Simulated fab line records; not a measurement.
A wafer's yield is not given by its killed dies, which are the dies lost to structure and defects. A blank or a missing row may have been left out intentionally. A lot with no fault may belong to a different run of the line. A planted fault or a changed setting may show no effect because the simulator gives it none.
The tool behind it: which one? + flow sky130 + 6 lots, 18 wafers sampled, at 2 steps of a route of 708

WHAT EACH GAUGE READ, for each wafer
SKY_VIA3_THK_MEAS_23: measures by xrf.
| lot  | measured     | on            | VIA3_W_THK (nm) |
|------|--------------|---------------|-----------------|
| L862 | day 39 21:31 | film-metro-04 | 385 390 380     |
| L866 | day 40 20:32 | film-metro-03 | 418 412 394     |
| L871 | day 42 17:44 | film-metro-01 | 412 418 393     |
| L875 | day 44 03:23 | film-metro-01 | 416 393 417     |
| L881 | day 45 18:23 | film-metro-03 | 389 392 410     |
| L883 | day 45 22:27 | film-metro-03 | 393 391 393     |

EACH LOT AND THE TOOL THAT RAN IT (in order: tool; ch and the chambers of the sampled wafers; start)
| lot  | SKY_VT_ADJUST_HVTP_STRIP_10          |
|------|--------------------------------------|
| L862 | plasma-asher-01 ch 0,1, day 6 09:19  |
| L866 | plasma-asher-02 ch 0,1, day 7 06:44  |
| L871 | plasma-asher-01 ch 0,1, day 8 15:53  |
| L875 | plasma-asher-02 ch 0,1, day 10 01:59 |
| L881 | plasma-asher-03 ch 0,1, day 11 16:02 |
| L883 | plasma-asher-02 ch 0,1, day 12 01:35 |
- SKY_VT_ADJUST_HVTP_STRIP_10: strips in O2/N2.

THE ANSWER, worked out from the rows above alone
Rule: the lots themselves supply what counts as usual. Put in order of their means at a reading, lots are off if they are a third of the lots or fewer, leave a main group of 4 or more, and stand apart from it by a gap of 3 or more times the standard deviation of the main group's means; of several such gaps the widest counts. The tables above print the reading to a certain number of digits; a main group whose means all agree to those digits is not used. Also off: a lot with no number at a reading for which 4 or more lots have one. All remaining lots with rows at the step are treated as sound.
Across all readings shown, no lot is off: no conclusion can be drawn from this.

WHAT THE SIMULATOR PUT IN
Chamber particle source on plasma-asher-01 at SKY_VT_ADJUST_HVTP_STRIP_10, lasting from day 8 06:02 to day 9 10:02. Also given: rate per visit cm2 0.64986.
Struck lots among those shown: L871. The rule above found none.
